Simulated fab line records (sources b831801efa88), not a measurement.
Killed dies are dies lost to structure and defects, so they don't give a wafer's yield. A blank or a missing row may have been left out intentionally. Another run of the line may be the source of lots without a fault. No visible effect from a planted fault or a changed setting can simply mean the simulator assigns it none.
Which tool was responsible? + flow sfq_line + 14 lots with 41 wafers sampled at 2 steps, on a route of 325 steps

== WHAT THE GAUGES READ, wafer by wafer ==
SFQ_I6_BOW_MEAS_941.
| lot  | measured     | on            | I6_BOW (um) |
|------|--------------|---------------|-------------|
| L810 | day 66 18:31 | film_metro-01 | 1 1 7       |
| L811 | day 67 00:30 | film_metro-02 | 9 21 14     |
| L812 | day 69 05:40 | film_metro-01 | 14 15 10    |
| L813 | day 69 07:11 | film_metro-03 | 11 12 -2    |
| L814 | day 69 10:13 | film_metro-02 | 0 -6 0      |
| L815 | day 69 11:42 | film_metro-03 | 16 4 13     |
| L817 | day 73 09:10 | film_metro-03 | -12 -7      |
| L818 | day 76 09:38 | film_metro-03 | 3 22 13     |
| L823 | day 76 19:41 | film_metro-03 | 1 -3 9      |
| L829 | day 77 21:34 | film_metro-02 | -4 -3 -1    |
| L830 | day 77 23:20 | film_metro-02 | 19 10 8     |
| L831 | day 78 02:20 | film_metro-02 | -10 -9 -14  |
| L832 | day 78 03:40 | film_metro-01 | -4 9 9      |
| L833 | day 78 06:38 | film_metro-01 | 2 17 5      |

== EACH LOT AND THE TOOL THAT RAN IT (in order: tool; ch and the chambers of the sampled wafers; start) ==
| lot  | SFQ_TRILAYER_I5_ETCH_VIA_ETCH_147  |
|------|------------------------------------|
| L810 | rie_diel-01 ch 0,2,3, day 60 11:31 |
| L811 | rie_diel-01 ch 0,2, day 60 17:31   |
| L812 | rie_diel-01 ch 0,2, day 61 04:35   |
| L813 | rie_diel-01 ch 0,1,3, day 63 17:46 |
| L814 | rie_diel-03 ch 1,2, day 63 22:19   |
| L815 | rie_diel-03 ch 1,2,3, day 68 16:04 |
| L817 | rie_diel-01 ch 0,3, day 70 19:40   |
| L818 | rie_diel-04 ch 0,2,3, day 71 01:47 |
| L823 | rie_diel-03 ch 0,1,2, day 71 20:38 |
| L829 | rie_diel-03 ch 2,3, day 73 12:40   |
| L830 | rie_diel-01 ch 0,2,3, day 73 16:16 |
| L831 | rie_diel-03 ch 0,1,3, day 73 19:52 |
| L832 | rie_diel-04 ch 1,2,3, day 74 00:40 |
| L833 | rie_diel-01 ch 0,1,2, day 74 04:16 |
- SFQ_TRILAYER_I5_ETCH_VIA_ETCH_147: etches the open film in CHF3, stops on Nb, target depth 360 nm.

== AS READ BY THE TOOLS THEMSELVES (means over the sampled wafers that have a number; for cases with no such wafer, the mark the record gives instead) ==
SFQ_TRILAYER_I5_ETCH_VIA_ETCH_147.
| lot  | tool        | drypump_motor_current_A (A) | oes_product_au (a.u.) | rf_fwd_power_W (W) |
|------|-------------|-----------------------------|-----------------------|--------------------|
| L810 | rie_diel-01 | 5.8                         | 0.987                 | 497.4              |
| L811 | rie_diel-01 | 5.8                         | 0.991                 | 498.2              |
| L812 | rie_diel-01 | 5.6                         | 0.988                 | 496.4              |
| L813 | rie_diel-01 | 5.5                         | 0.988                 | 499.5              |
| L814 | rie_diel-03 | 6.3                         | 0.989                 | 499.7              |
| L815 | rie_diel-03 | 5.7                         | 0.990                 | 498.5              |
| L817 | rie_diel-01 | 5.7                         | 0.986                 | 499.4              |
| L818 | rie_diel-04 | 6.3                         | 0.993                 | 498.4              |
| L823 | rie_diel-03 | 6.0                         | 0.991                 | 499.2              |
| L829 | rie_diel-03 | 5.4                         | 0.993                 | 498.8              |
| L830 | rie_diel-01 | 5.8                         | 0.990                 | 499.3              |
| L831 | rie_diel-03 | 5.7                         | 0.993                 | 498.2              |
| L832 | rie_diel-04 | 6.0                         | 0.988                 | 498.8              |
| L833 | rie_diel-01 | 5.5                         | 0.995                 | 498.6              |

== THE ANSWER, worked out from the rows above alone ==
Rule: usual is defined by the lots themselves. The widest of any qualifying gaps counts: lots, ordered by their means at a reading, are off when they make up no more than a third of the lots, leave a main group of 4 or more, and stand apart from it by 3 or more times the standard deviation of that group's means. A main group whose means are all the same, to the digits that the tables above print for the reading, isn't used. Also off: a lot with no number at a reading for which 4 or more lots have one. Where the step has rows for the other lots, those lots are counted as sound. First the gauges in route order, then the tools' own readings, where a lot's mean is used as printed above. The first step at which some lot is off is used, and at that step the reading that is off furthest; a lot without a number counts as furthest.
Nothing can be told from this: no lot is off at any reading shown.

== WHAT THE SIMULATOR HAD INSERTED ==
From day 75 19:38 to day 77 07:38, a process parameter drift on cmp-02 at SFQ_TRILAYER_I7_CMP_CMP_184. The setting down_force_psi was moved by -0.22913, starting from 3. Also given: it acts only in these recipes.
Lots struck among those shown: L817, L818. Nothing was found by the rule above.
